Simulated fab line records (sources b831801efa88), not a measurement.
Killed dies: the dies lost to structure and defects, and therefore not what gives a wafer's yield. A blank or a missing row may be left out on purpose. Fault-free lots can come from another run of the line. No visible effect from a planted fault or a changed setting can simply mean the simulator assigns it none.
fab line records :: flow gf180mcu
record
  lots=6
  wafers=18
  lastDay=34
route steps=602 shown TOP_METAL@583 PASSIVATION@587
lots untouched by any fault: they come from a run of this same line in which no faults occurred
startH: hours from the record's opening day to when the first of the lot's shown wafers began :: waitH: how many hours have passed since the lot's step before this one :: " as in the row above :: L1.1+2: one row covering several wafers at once :: - no value present, or no start provided :: * or withheld: withheld :: < > ~ a bound
route shown NAME@n: a module of which the file shows steps, and the number in the route of the first :: usual: the fault-free wafers' mean and standard deviation :: same: alike in all rows :: chamber/n: place in a boat :: sites: the reading at each site :: _std_site: the values' standard deviation :: _edge_site: outer sites' mean less inner sites' :: radiusMm: how far each site lies from the wafer's centre :: mask NAME#n: copy n :: behind: the last tool/chamber to shape the wafer :: hold: the reason the lot was held/the length of the hold in hours/how it ended :: device: the transistor (n, p or np) that didn't switch :: end of line: the same wafers' tests at the end of the route :: a step with no rows: only its recipe :: killed: count of dies lost to structure and defects at first sort (not the wafer's yield) :: map: the dies of a wafer, with x for killed, . for not killed, _ for no die there
set.NAME: the setting as run; set.NAME@STEP: as run at that earlier step :: model.NAME: the simulator's own value behind a step, which no gauge read
lots at some steps of the route; a table a step, a row a wafer
services: when a tool's chamber went out of use (startH, in hours from the record's first day, below 0 if earlier), for how many hours, and the reason
## steps
# step GF_TOP_METAL_METAL_ETCH_16
# recipe
  chemistry=Cl2/BCl3
  maskMaterial=NOVOLAK
  targetDepthNm=1197
  stopOn=SiO2
  pressureMtorr=8
  icpW=800
  biasW=142
  Cl2_flow_sccm=80
  bcl3FlowSccm=40
  timeS=199.5
# usual
  biasW=142.0/0.44
  drypumpMotorCurrentA=5.8/0.37
  oesProductAu=0.989/0.0083
  throttleValvePct=28.231/0.011
lot.wafer: L132.3
tool: rieMetal-04
chamber: 1
startH: 681.92
waitH: 0.1
biasW: 141.8
drypumpMotorCurrentA: 6.0
oesProductAu: 1.000
rfHoursCounterH: -
throttleValvePct: 28.211

lot.wafer: L132.5
tool: rieMetal-04
chamber: 1
startH: 681.92
waitH: 0.1
biasW: 141.6
drypumpMotorCurrentA: 6.0
oesProductAu: 0.990
rfHoursCounterH: -
throttleValvePct: 28.238

lot.wafer: L132.6
tool: rieMetal-04
chamber: 0
startH: 681.92
waitH: 0.1
biasW: 141.7
drypumpMotorCurrentA: 5.6
oesProductAu: 0.983
rfHoursCounterH: -
throttleValvePct: 28.239

lot.wafer: L133.2
tool: rieMetal-03
chamber: 0
startH: 687.03
waitH: 0.0
biasW: 141.3
drypumpMotorCurrentA: 5.7
oesProductAu: 0.983
rfHoursCounterH: 9
throttleValvePct: 28.224

lot.wafer: L133.3
tool: rieMetal-03
chamber: 1
startH: 687.03
waitH: 0.0
biasW: 142.4
drypumpMotorCurrentA: 5.4
oesProductAu: 0.992
rfHoursCounterH: -
throttleValvePct: 28.233

lot.wafer: L133.6
tool: rieMetal-03
chamber: 0
startH: 687.03
waitH: 0.0
biasW: 142.3
drypumpMotorCurrentA: 5.7
oesProductAu: 0.991
rfHoursCounterH: -
throttleValvePct: 28.249

lot.wafer: L145.2
tool: rieMetal-01
chamber: 1
startH: 767.26
waitH: 0.0
biasW: 142.0
drypumpMotorCurrentA: 6.5
oesProductAu: 0.989
rfHoursCounterH: 7
throttleValvePct: 28.211

lot.wafer: L145.3
tool: rieMetal-01
chamber: 0
startH: 767.26
waitH: 0.0
biasW: 142.5
drypumpMotorCurrentA: 5.4
oesProductAu: 0.978
rfHoursCounterH: -
throttleValvePct: 28.228

lot.wafer: L145.4
tool: rieMetal-01
chamber: 1
startH: 767.26
waitH: 0.0
biasW: 142.2
drypumpMotorCurrentA: 6.5
oesProductAu: 0.986
rfHoursCounterH: -
throttleValvePct: 28.224

lot.wafer: L146.1
tool: rieMetal-04
chamber: 1
startH: 769.96
waitH: 0.0
biasW: 142.0
drypumpMotorCurrentA: 6.0
oesProductAu: 1.002
rfHoursCounterH: 16
throttleValvePct: 28.211

lot.wafer: L146.3
tool: rieMetal-04
chamber: 0
startH: 769.96
waitH: 0.0
biasW: 142.1
drypumpMotorCurrentA: 5.7
oesProductAu: 0.989
rfHoursCounterH: -
throttleValvePct: 28.237

lot.wafer: L146.4
tool: rieMetal-04
chamber: 1
startH: 769.96
waitH: 0.0
biasW: 141.9
drypumpMotorCurrentA: 6.0
oesProductAu: 1.000
rfHoursCounterH: -
throttleValvePct: 28.221

lot.wafer: L150.1
tool: rieMetal-03
chamber: 1
startH: 792.91
waitH: 0.0
biasW: 141.9
drypumpMotorCurrentA: 5.4
oesProductAu: 0.993
rfHoursCounterH: 1
throttleValvePct: 28.238

lot.wafer: L150.3
tool: rieMetal-03
chamber: 1
startH: 792.91
waitH: 0.0
biasW: 142.1
drypumpMotorCurrentA: 5.4
oesProductAu: 0.993
rfHoursCounterH: -
throttleValvePct: 28.228

lot.wafer: L150.6
tool: rieMetal-03
chamber: 1
startH: 792.91
waitH: 0.0
biasW: 142.1
drypumpMotorCurrentA: 5.4
oesProductAu: 0.995
rfHoursCounterH: -
throttleValvePct: 28.207

lot.wafer: L151.1
tool: rieMetal-01
chamber: 0
startH: 797.90
waitH: 0.0
biasW: 142.0
drypumpMotorCurrentA: 5.3
oesProductAu: 0.984
rfHoursCounterH: 15
throttleValvePct: 28.236

lot.wafer: L151.2
tool: rieMetal-01
chamber: 1
startH: 797.90
waitH: 0.0
biasW: 142.4
drypumpMotorCurrentA: 6.5
oesProductAu: 0.989
rfHoursCounterH: 9
throttleValvePct: 28.236

lot.wafer: L151.4
tool: rieMetal-01
chamber: 1
startH: 797.90
waitH: 0.0
biasW: 142.1
drypumpMotorCurrentA: 6.4
oesProductAu: 0.981
rfHoursCounterH: -
throttleValvePct: 28.223
# step GF_TOP_METAL_STRIP_17
# recipe
  chemistry=O2/N2
  powerW=1400
  pressureMtorr=1500
  platenTempC=250
  o2FlowSccm=3000
  n2FlowSccm=300
  overashFraction=0.5
# usual
  drypumpMotorCurrentA=5.9/0.37
  heaterPowerW=335/60
  oesProductAu=0.710/0.004
  stripTimeToEndpointS=12.93/0.12
# same
  overashFraction=0.5
lot.wafer: L132.3
tool: plasmaAsher-03
chamber: 1
startH: 682.08
waitH: 0.1
drypumpMotorCurrentA: 5.4
heaterPowerW: 261
oesProductAu: 0.708
rfHoursCounterH: -
stripTimeToEndpointS: 12.80

lot.wafer: L132.5
tool: plasmaAsher-03
chamber: 0
startH: 682.08
waitH: 0.1
drypumpMotorCurrentA: 6.0
heaterPowerW: 422
oesProductAu: 0.707
rfHoursCounterH: -
stripTimeToEndpointS: 12.80

lot.wafer: L132.6
tool: plasmaAsher-03
chamber: 1
startH: 682.08
waitH: 0.1
drypumpMotorCurrentA: 5.4
heaterPowerW: 256
oesProductAu: 0.712
rfHoursCounterH: -
stripTimeToEndpointS: 13.00

lot.wafer: L133.2
tool: plasmaAsher-01
chamber: 1
startH: 687.22
waitH: 0.1
drypumpMotorCurrentA: 6.6
heaterPowerW: 311
oesProductAu: 0.709
rfHoursCounterH: 61
stripTimeToEndpointS: 13.08

lot.wafer: L133.3
tool: plasmaAsher-01
chamber: 1
startH: 687.22
waitH: 0.1
drypumpMotorCurrentA: 6.5
heaterPowerW: 309
oesProductAu: 0.710
rfHoursCounterH: -
stripTimeToEndpointS: 13.02

lot.wafer: L133.6
tool: plasmaAsher-01
chamber: 0
startH: 687.22
waitH: 0.1
drypumpMotorCurrentA: 5.8
heaterPowerW: 304
oesProductAu: 0.703
rfHoursCounterH: -
stripTimeToEndpointS: 13.03

lot.wafer: L145.2
tool: plasmaAsher-03
chamber: 0
startH: 767.45
waitH: 0.1
drypumpMotorCurrentA: 6.0
heaterPowerW: 392
oesProductAu: 0.713
rfHoursCounterH: 3
stripTimeToEndpointS: 12.89

lot.wafer: L145.3
tool: plasmaAsher-03
chamber: 1
startH: 767.45
waitH: 0.1
drypumpMotorCurrentA: 5.4
heaterPowerW: 263
oesProductAu: 0.711
rfHoursCounterH: -
stripTimeToEndpointS: 13.02

lot.wafer: L145.4
tool: plasmaAsher-03
chamber: 0
startH: 767.45
waitH: 0.1
drypumpMotorCurrentA: 6.0
heaterPowerW: 387
oesProductAu: 0.713
rfHoursCounterH: -
stripTimeToEndpointS: 12.91

lot.wafer: L146.1
tool: plasmaAsher-03
chamber: 1
startH: 770.15
waitH: 0.1
drypumpMotorCurrentA: 5.4
heaterPowerW: 262
oesProductAu: 0.712
rfHoursCounterH: 3
stripTimeToEndpointS: 12.81

lot.wafer: L146.3
tool: plasmaAsher-03
chamber: 0
startH: 770.15
waitH: 0.1
drypumpMotorCurrentA: 6.0
heaterPowerW: 390
oesProductAu: 0.714
rfHoursCounterH: -
stripTimeToEndpointS: 12.84

lot.wafer: L146.4
tool: plasmaAsher-03
chamber: 1
startH: 770.15
waitH: 0.1
drypumpMotorCurrentA: 5.4
heaterPowerW: 268
oesProductAu: 0.717
rfHoursCounterH: -
stripTimeToEndpointS: 12.81

lot.wafer: L150.1
tool: plasmaAsher-02
chamber: 0
startH: 793.10
waitH: 0.1
drypumpMotorCurrentA: 6.3
heaterPowerW: 354
oesProductAu: 0.707
rfHoursCounterH: 103
stripTimeToEndpointS: 12.87

lot.wafer: L150.3
tool: plasmaAsher-02
chamber: 0
startH: 793.10
waitH: 0.1
drypumpMotorCurrentA: 6.2
heaterPowerW: 352
oesProductAu: 0.713
rfHoursCounterH: -
stripTimeToEndpointS: 12.77

lot.wafer: L150.6
tool: plasmaAsher-02
chamber: 0
startH: 793.10
waitH: 0.1
drypumpMotorCurrentA: 6.3
heaterPowerW: 354
oesProductAu: 0.716
rfHoursCounterH: -
stripTimeToEndpointS: 12.80

lot.wafer: L151.1
tool: plasmaAsher-01
chamber: 0
startH: 798.10
waitH: 0.1
drypumpMotorCurrentA: 5.8
heaterPowerW: 309
oesProductAu: 0.712
rfHoursCounterH: 73
stripTimeToEndpointS: 13.02

lot.wafer: L151.2
tool: plasmaAsher-01
chamber: 1
startH: 798.10
waitH: 0.1
drypumpMotorCurrentA: 6.6
heaterPowerW: 306
oesProductAu: 0.713
rfHoursCounterH: 73
stripTimeToEndpointS: 12.98

lot.wafer: L151.4
tool: plasmaAsher-01
chamber: 0
startH: 798.10
waitH: 0.1
drypumpMotorCurrentA: 5.8
heaterPowerW: 309
oesProductAu: 0.707
rfHoursCounterH: -
stripTimeToEndpointS: 12.95
# step GF_TOP_METAL_STRIP_18
# recipe
  chemistry=postEtchResidueRemover
  timeS=1200
  tempC=72.5
# step GF_TOP_METAL_CLEAN_19
# recipe
  chemistry=DIW
  dry=n2Spin
# step GF_PASSIVATION_CVD_00
# recipe
  material=SiO2
  targetThkNm=1000
  precursor=TEOS
  tempC=400
  timeS=111.95
  rfW=600
# usual
  heaterPowerW=682/110
lot.wafer: L132.3
tool: pecvd-01
chamber: 2
startH: 682.58
waitH: 0.0
heaterPowerW: 776

lot.wafer: L132.5
tool: pecvd-01
chamber: 1
startH: 682.58
waitH: 0.0
heaterPowerW: 814

lot.wafer: L132.6
tool: pecvd-01
chamber: 2
startH: 682.58
waitH: 0.0
heaterPowerW: 605

lot.wafer: L133.2
tool: pecvd-01
chamber: 0
startH: 687.76
waitH: 0.0
heaterPowerW: 622

lot.wafer: L133.3
tool: pecvd-01
chamber: 1
startH: 687.76
waitH: 0.0
heaterPowerW: 761

lot.wafer: L133.6
tool: pecvd-01
chamber: 0
startH: 687.76
waitH: 0.0
heaterPowerW: 712

lot.wafer: L145.2
tool: pecvd-04
chamber: 2
startH: 768.02
waitH: 0.0
heaterPowerW: 733

lot.wafer: L145.3
tool: pecvd-04
chamber: 0
startH: 768.02
waitH: 0.0
heaterPowerW: 570

lot.wafer: L145.4
tool: pecvd-04
chamber: 0
startH: 768.02
waitH: 0.0
heaterPowerW: 585

lot.wafer: L146.1
tool: pecvd-01
chamber: 0
startH: 770.68
waitH: 0.0
heaterPowerW: 628

lot.wafer: L146.3
tool: pecvd-01
chamber: 2
startH: 770.68
waitH: 0.0
heaterPowerW: 715

lot.wafer: L146.4
tool: pecvd-01
chamber: 1
startH: 770.68
waitH: 0.0
heaterPowerW: 804

lot.wafer: L150.1
tool: pecvd-02
chamber: 0
startH: 793.64
waitH: 0.0
heaterPowerW: 675

lot.wafer: L150.3
tool: pecvd-02
chamber: 2
startH: 793.64
waitH: 0.0
heaterPowerW: 869

lot.wafer: L150.6
tool: pecvd-02
chamber: 0
startH: 793.64
waitH: 0.0
heaterPowerW: 542

lot.wafer: L151.1
tool: pecvd-04
chamber: 0
startH: 798.69
waitH: 0.0
heaterPowerW: 507

lot.wafer: L151.2
tool: pecvd-04
chamber: 2
startH: 798.69
waitH: 0.0
heaterPowerW: 705

lot.wafer: L151.4
tool: pecvd-04
chamber: 1
startH: 798.69
waitH: 0.0
heaterPowerW: 599
# step GF_PASSIVATION_THK_MEAS_01
# recipe
  reads=SiO2_of_PASSIVATION_CVD_00
# usual
  PASSIVATION_CVD_00_THK=998/14
lot.wafer: L132.3
tool: filmMetro-01
chamber: -
startH: 682.71
waitH: 0.1
PASSIVATION_CVD_00_THK[nm]: 983

lot.wafer: L132.5
tool: filmMetro-01
chamber: -
startH: 682.71
waitH: 0.1
PASSIVATION_CVD_00_THK[nm]: 1009

lot.wafer: L132.6
tool: filmMetro-01
chamber: -
startH: 682.71
waitH: 0.1
PASSIVATION_CVD_00_THK[nm]: 1008

lot.wafer: L133.2
tool: filmMetro-02
chamber: -
startH: 687.85
waitH: 0.0
PASSIVATION_CVD_00_THK[nm]: 1005

lot.wafer: L133.3
tool: filmMetro-02
chamber: -
startH: 687.85
waitH: 0.0
PASSIVATION_CVD_00_THK[nm]: 998

lot.wafer: L133.6
tool: filmMetro-02
chamber: -
startH: 687.85
waitH: 0.0
PASSIVATION_CVD_00_THK[nm]: 1011

lot.wafer: L145.2
tool: filmMetro-03
chamber: -
startH: 768.10
waitH: 0.0
PASSIVATION_CVD_00_THK[nm]: 962

lot.wafer: L145.3
tool: filmMetro-03
chamber: -
startH: 768.10
waitH: 0.0
PASSIVATION_CVD_00_THK[nm]: 946

lot.wafer: L145.4
tool: filmMetro-03
chamber: -
startH: 768.10
waitH: 0.0
PASSIVATION_CVD_00_THK[nm]: 969

lot.wafer: L146.1
tool: filmMetro-01
chamber: -
startH: 770.76
waitH: 0.0
PASSIVATION_CVD_00_THK[nm]: 996

lot.wafer: L146.3
tool: filmMetro-01
chamber: -
startH: 770.76
waitH: 0.0
PASSIVATION_CVD_00_THK[nm]: 986

lot.wafer: L146.4
tool: filmMetro-01
chamber: -
startH: 770.76
waitH: 0.0
PASSIVATION_CVD_00_THK[nm]: 1012

lot.wafer: L150.1
tool: filmMetro-01
chamber: -
startH: 793.76
waitH: 0.1
PASSIVATION_CVD_00_THK[nm]: 997

lot.wafer: L150.3
tool: filmMetro-01
chamber: -
startH: 793.76
waitH: 0.1
PASSIVATION_CVD_00_THK[nm]: 1001

lot.wafer: L150.6
tool: filmMetro-01
chamber: -
startH: 793.76
waitH: 0.1
PASSIVATION_CVD_00_THK[nm]: 993

lot.wafer: L151.1
tool: filmMetro-02
chamber: -
startH: 798.77
waitH: 0.0
PASSIVATION_CVD_00_THK[nm]: 977

lot.wafer: L151.2
tool: filmMetro-02
chamber: -
startH: 798.77
waitH: 0.0
PASSIVATION_CVD_00_THK[nm]: 986

lot.wafer: L151.4
tool: filmMetro-02
chamber: -
startH: 798.77
waitH: 0.0
PASSIVATION_CVD_00_THK[nm]: 1011
# step GF_PASSIVATION_CVD_02
# recipe
  material=Si3N4
  targetThkNm=700
  timeS=486.18
  tempC=400
  rfW=450
# usual
  heaterPowerW=712/100
lot.wafer: L132.3
tool: pecvd-02
chamber: 0
startH: 682.89
waitH: 0.2
heaterPowerW: 710

lot.wafer: L132.5
tool: pecvd-02
chamber: 0
startH: 682.89
waitH: 0.2
heaterPowerW: 744

lot.wafer: L132.6
tool: pecvd-02
chamber: 1
startH: 682.89
waitH: 0.2
heaterPowerW: 568

lot.wafer: L133.2
tool: pecvd-02
chamber: 0
startH: 687.90
waitH: 0.0
heaterPowerW: 762

lot.wafer: L133.3
tool: pecvd-02
chamber: 0
startH: 687.90
waitH: 0.0
heaterPowerW: 604

lot.wafer: L133.6
tool: pecvd-02
chamber: 0
startH: 687.90
waitH: 0.0
heaterPowerW: 679

lot.wafer: L145.2
tool: pecvd-02
chamber: 0
startH: 768.15
waitH: 0.0
heaterPowerW: 682

lot.wafer: L145.3
tool: pecvd-02
chamber: 2
startH: 768.15
waitH: 0.0
heaterPowerW: 890

lot.wafer: L145.4
tool: pecvd-02
chamber: 0
startH: 768.15
waitH: 0.0
heaterPowerW: 715

lot.wafer: L146.1
tool: pecvd-04
chamber: 0
startH: 770.82
waitH: 0.1
heaterPowerW: 654

lot.wafer: L146.3
tool: pecvd-04
chamber: 2
startH: 770.82
waitH: 0.1
heaterPowerW: 761

lot.wafer: L146.4
tool: pecvd-04
chamber: 2
startH: 770.82
waitH: 0.1
heaterPowerW: 780

lot.wafer: L150.1
tool: pecvd-01
chamber: 1
startH: 793.82
waitH: 0.1
heaterPowerW: 906

lot.wafer: L150.3
tool: pecvd-01
chamber: 1
startH: 793.82
waitH: 0.1
heaterPowerW: 919

lot.wafer: L150.6
tool: pecvd-01
chamber: 1
startH: 793.82
waitH: 0.1
heaterPowerW: 744

lot.wafer: L151.1
tool: pecvd-01
chamber: 1
startH: 798.83
waitH: 0.1
heaterPowerW: 779

lot.wafer: L151.2
tool: pecvd-01
chamber: 2
startH: 798.83
waitH: 0.1
heaterPowerW: 709

lot.wafer: L151.4
tool: pecvd-01
chamber: 2
startH: 798.83
waitH: 0.1
heaterPowerW: 731
# step GF_PASSIVATION_THK_MEAS_03
# recipe
  reads=Si3N4_of_PASSIVATION_CVD_02
# usual
  PASSIVATION_CVD_02_THK=704/9.4
lot.wafer: L132.3
tool: filmMetro-03
chamber: -
startH: 683.20
waitH: 0.2
PASSIVATION_CVD_02_THK[nm]: 710

lot.wafer: L132.5
tool: filmMetro-03
chamber: -
startH: 683.20
waitH: 0.2
PASSIVATION_CVD_02_THK[nm]: 716

lot.wafer: L132.6
tool: filmMetro-03
chamber: -
startH: 683.20
waitH: 0.2
PASSIVATION_CVD_02_THK[nm]: 711

lot.wafer: L133.2
tool: filmMetro-03
chamber: -
startH: 688.34
waitH: 0.3
PASSIVATION_CVD_02_THK[nm]: 708

lot.wafer: L133.3
tool: filmMetro-03
chamber: -
startH: 688.34
waitH: 0.3
PASSIVATION_CVD_02_THK[nm]: 715

lot.wafer: L133.6
tool: filmMetro-03
chamber: -
startH: 688.34
waitH: 0.3
PASSIVATION_CVD_02_THK[nm]: 717

lot.wafer: L145.2
tool: filmMetro-03
chamber: -
startH: 768.45
waitH: 0.2
PASSIVATION_CVD_02_THK[nm]: 705

lot.wafer: L145.3
tool: filmMetro-03
chamber: -
startH: 768.45
waitH: 0.2
PASSIVATION_CVD_02_THK[nm]: 694

lot.wafer: L145.4
tool: filmMetro-03
chamber: -
startH: 768.45
waitH: 0.2
PASSIVATION_CVD_02_THK[nm]: 712

lot.wafer: L146.1
tool: filmMetro-03
chamber: -
startH: 771.11
waitH: 0.1
PASSIVATION_CVD_02_THK[nm]: 687

lot.wafer: L146.3
tool: filmMetro-03
chamber: -
startH: 771.11
waitH: 0.1
PASSIVATION_CVD_02_THK[nm]: 698

lot.wafer: L146.4
tool: filmMetro-03
chamber: -
startH: 771.11
waitH: 0.1
PASSIVATION_CVD_02_THK[nm]: 707

lot.wafer: L150.1
tool: filmMetro-01
chamber: -
startH: 794.25
waitH: 0.3
PASSIVATION_CVD_02_THK[nm]: 692

lot.wafer: L150.3
tool: filmMetro-01
chamber: -
startH: 794.25
waitH: 0.3
PASSIVATION_CVD_02_THK[nm]: 708

lot.wafer: L150.6
tool: filmMetro-01
chamber: -
startH: 794.25
waitH: 0.3
PASSIVATION_CVD_02_THK[nm]: 711

lot.wafer: L151.1
tool: filmMetro-03
chamber: -
startH: 799.26
waitH: 0.3
PASSIVATION_CVD_02_THK[nm]: 704

lot.wafer: L151.2
tool: filmMetro-03
chamber: -
startH: 799.26
waitH: 0.3
PASSIVATION_CVD_02_THK[nm]: 694

lot.wafer: L151.4
tool: filmMetro-03
chamber: -
startH: 799.26
waitH: 0.3
PASSIVATION_CVD_02_THK[nm]: 715
# step GF_PASSIVATION_DEHYDRATE_04
# recipe
  tempC=200
  timeS=60
# step GF_PASSIVATION_HMDS_05
# recipe
  primeTimeS=60
  primeTempC=120
# step GF_PASSIVATION_COAT_06
# recipe
  spinRpm=2000
  resistThkNm=4000
# step GF_PASSIVATION_SOFTBAKE_07
# recipe
  tempC=110
  timeS=withheld
# step GF_PASSIVATION_EXPOSE_08
# recipe
  maskId=Pad
  targetCdNm=40000
  na=0.57
  doseMj=310
# usual
  exposureDoseMJCm2=310.0/0.32
  focusOffsetNm=0.0/0.55
lot.wafer: L132.3
tool: ilineStepper-02
chamber: 0
startH: 692.22
waitH: -
mask: Pad#0
exposureDoseMJCm2: 309.2
focusOffsetNm: 0.0

lot.wafer: L132.5
tool: ilineStepper-02
chamber: 0
startH: 692.22
waitH: -
mask: Pad#0
exposureDoseMJCm2: 309.7
focusOffsetNm: 0.2

lot.wafer: L132.6
tool: ilineStepper-02
chamber: 0
startH: 692.22
waitH: -
mask: Pad#0
exposureDoseMJCm2: 309.9
focusOffsetNm: -0.6

lot.wafer: L133.2
tool: ilineStepper-01
chamber: 0
startH: 697.80
waitH: -
mask: Pad#0
exposureDoseMJCm2: 309.8
focusOffsetNm: 0.6

lot.wafer: L133.3
tool: ilineStepper-01
chamber: 0
startH: 697.80
waitH: -
mask: Pad#0
exposureDoseMJCm2: 309.9
focusOffsetNm: 0.4

lot.wafer: L133.6
tool: ilineStepper-01
chamber: 0
startH: 697.80
waitH: -
mask: Pad#0
exposureDoseMJCm2: 309.8
focusOffsetNm: 0.1

lot.wafer: L145.2
tool: ilineStepper-02
chamber: -
startH: 776.42
waitH: -
mask: Pad#0
exposureDoseMJCm2: -
focusOffsetNm: -

lot.wafer: L145.3
tool: ilineStepper-02
chamber: -
startH: 776.42
waitH: -
mask: Pad#0
exposureDoseMJCm2: -
focusOffsetNm: -

lot.wafer: L145.4
tool: ilineStepper-02
chamber: -
startH: 776.42
waitH: -
mask: Pad#0
exposureDoseMJCm2: -
focusOffsetNm: -

lot.wafer: L146.1
tool: ilineStepper-01
chamber: -
startH: 779.33
waitH: -
mask: Pad#0
exposureDoseMJCm2: -
focusOffsetNm: -

lot.wafer: L146.3
tool: ilineStepper-01
chamber: -
startH: 779.33
waitH: -
mask: Pad#0
exposureDoseMJCm2: -
focusOffsetNm: -

lot.wafer: L146.4
tool: ilineStepper-01
chamber: -
startH: 779.33
waitH: -
mask: Pad#0
exposureDoseMJCm2: -
focusOffsetNm: -

lot.wafer: L150.1
tool: ilineStepper-02
chamber: 0
startH: 801.65
waitH: -
mask: Pad#0
exposureDoseMJCm2: 309.7
focusOffsetNm: -0.9

lot.wafer: L150.3
tool: ilineStepper-02
chamber: 0
startH: 801.65
waitH: -
mask: Pad#0
exposureDoseMJCm2: 309.9
focusOffsetNm: -1.5

lot.wafer: L150.6
tool: ilineStepper-02
chamber: 0
startH: 801.65
waitH: -
mask: Pad#0
exposureDoseMJCm2: 309.4
focusOffsetNm: -0.8

lot.wafer: L151.1
tool: ilineStepper-02
chamber: 0
startH: 806.55
waitH: -
mask: Pad#0
exposureDoseMJCm2: 310.1
focusOffsetNm: 0.2

lot.wafer: L151.2
tool: ilineStepper-02
chamber: 0
startH: 806.55
waitH: -
mask: Pad#0
exposureDoseMJCm2: 309.9
focusOffsetNm: 0.1

lot.wafer: L151.4
tool: ilineStepper-02
chamber: 0
startH: 806.55
waitH: -
mask: Pad#0
exposureDoseMJCm2: 310.3
focusOffsetNm: 0.3
# step GF_PASSIVATION_PEB_09
# recipe
  tempC=115
  timeS=withheld
## services
tool: ilineStepper-01
chamber: -
startH: 667.22
hours: 6.4
kind: repair

tool: plasmaAsher-01
chamber: -
startH: 671.85
hours: 1.4
kind: repair

tool: pecvd-04
chamber: -
startH: 675.22
hours: 2.8
kind: repair

tool: pecvd-02
chamber: 2
startH: 677.38
hours: 17.8
kind: repair

tool: plasmaAsher-02
chamber: -
startH: 687.28
hours: 0.5
kind: repair

tool: pecvd-04
chamber: 2
startH: 689.93
hours: 4.9
kind: repair

tool: rieMetal-03
chamber: -
startH: 697.89
hours: 4.2
kind: repair

tool: ilineStepper-01
chamber: -
startH: 698.49
hours: 4.4
kind: pm

tool: pecvd-01
chamber: 1
startH: 704.91
hours: 5.4
kind: repair

tool: rieMetal-04
chamber: -
startH: 725.16
hours: 0.1
kind: repair

tool: ilineStepper-02
chamber: -
startH: 725.71
hours: 1.7
kind: pm

tool: ilineStepper-01
chamber: -
startH: 731.71
hours: 1.7
kind: pm

tool: plasmaAsher-03
chamber: -
startH: 733.75
hours: 9.0
kind: pm

tool: rieMetal-01
chamber: 1
startH: 734.47
hours: 3.2
kind: repair

tool: pecvd-04
chamber: -
startH: 734.68
hours: 1.3
kind: repair

tool: rieMetal-03
chamber: 1
startH: 736.59
hours: 15.0
kind: repair

tool: ilineStepper-02
chamber: -
startH: 759.31
hours: 3.1
kind: repair

tool: ilineStepper-02
chamber: 0
startH: 769.21
hours: -
kind: calibration

tool: pecvd-02
chamber: -
startH: 789.95
hours: 1.0
kind: repair

tool: pecvd-02
chamber: 1
startH: 790.24
hours: 5.2
kind: repair

tool: pecvd-01
chamber: 0
startH: 793.25
hours: 15.9
kind: repair

tool: ilineStepper-02
chamber: -
startH: 795.56
hours: -
kind: calibration

tool: pecvd-04
chamber: -
startH: 799.39
hours: 14.0
kind: pm

tool: pecvd-02
chamber: -
startH: 800.99
hours: 2.8
kind: pm
## key
firstSign
  step=GF_PASSIVATION_EXPOSE_08
  reading=toolRecord
  direction=missing
effect none on later readings
metAt GF_PASSIVATION_EXPOSE_08
struckWafers L145.2,L145.3,L145.4,L146.1,L146.3,L146.4
laterRowsLeftOut L145.2,L145.3,L145.4,L146.1,L146.3,L146.4
sortLeftOut L145.2,L145.3,L145.4,L146.1,L146.3,L146.4
onsetBetween 697.80 776.42
fault
  kind=skippedStepWhole
  tool=ilineStepper-01,ilineStepper-02
  chamber=-
  onsetH=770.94
  steps=GF_PASSIVATION_EXPOSE_08
  scope=struckLotsOnly
# sortLeftOut: the simulated sort isn't trusted on such a fault, so these wafers' sort isn't shown, and their yield isn't known
# laterRowsLeftOut: the simulator's readings of these wafers behind a module that went badly wrong aren't trusted and aren't shown, but for the sort
